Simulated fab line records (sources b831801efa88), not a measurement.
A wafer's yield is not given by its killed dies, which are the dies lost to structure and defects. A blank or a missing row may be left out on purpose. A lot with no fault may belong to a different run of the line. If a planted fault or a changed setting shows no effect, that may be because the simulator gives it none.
A single fault, viewed from 2 desks :: flow gf180mcu :: every desk sees just its own numbers, and what lay behind them comes last

FOR THE TOOL OWNER'S DESK: pvdSputter-02
The tool's own readings at GF_MIM_SPUTTER_07 (material TiN, target thk 60 nm, time 50 s): means of the sampled wafers that have a number, for each lot that ran on this tool. A lot is out of limits, marked OUT, if its mean lies more than 4 standard deviations from the usual mean; the brackets give that distance.
Columns: A = throttleValvePct at GF_MIM_SPUTTER_07, usual 30.1 %
lot: L708
first seen here: day 24 04:46
A: 31.3

lot: L712
first seen here: day 25 21:35
A: 31.0

lot: L716
first seen here: day 27 04:05
A: 30.9

lot: L726
first seen here: day 30 07:43
A: 30.7

lot: L728
first seen here: day 30 13:59
A: 31.1

lot: L731
first seen here: day 31 16:26
A: 31.0
Finding of this desk: none of the 6 lots has anything out of limits.

AT THE METROLOGY DESK
What the gauges read, lot by lot, whatever tool the lot ran on: means of the sampled wafers that have a number. A lot is out of limits, marked OUT, if its mean lies more than 4 standard deviations from the usual mean; the brackets give that distance.
Columns: A = V4_W_THK at GF_V4_THK_MEAS_25, usual 352 nm
lot: L708
first seen here: day 24 04:07
A: 352

lot: L709
first seen here: day 24 17:02
A: 352

lot: L712
first seen here: day 25 20:55
A: 352

lot: L716
first seen here: day 27 03:17
A: 350

lot: L721
first seen here: day 28 20:16
A: 349

lot: L723
first seen here: day 29 01:18
A: 355

lot: L726
first seen here: day 30 07:02
A: 352

lot: L727
first seen here: day 30 12:16
A: 355

lot: L728
first seen here: day 30 13:15
A: 358

lot: L729
first seen here: day 30 15:19
A: 356

lot: L730
first seen here: day 31 06:43
A: 352

lot: L731
first seen here: day 31 15:43
A: 358
Finding of this desk: none of the 12 lots has anything out of limits.

BROUGHT TOGETHER
The desk of the tool owner found nothing out of limits.
From the metrology desk's view, nothing was out of limits.

WHAT THE SIMULATOR HAD PUT IN
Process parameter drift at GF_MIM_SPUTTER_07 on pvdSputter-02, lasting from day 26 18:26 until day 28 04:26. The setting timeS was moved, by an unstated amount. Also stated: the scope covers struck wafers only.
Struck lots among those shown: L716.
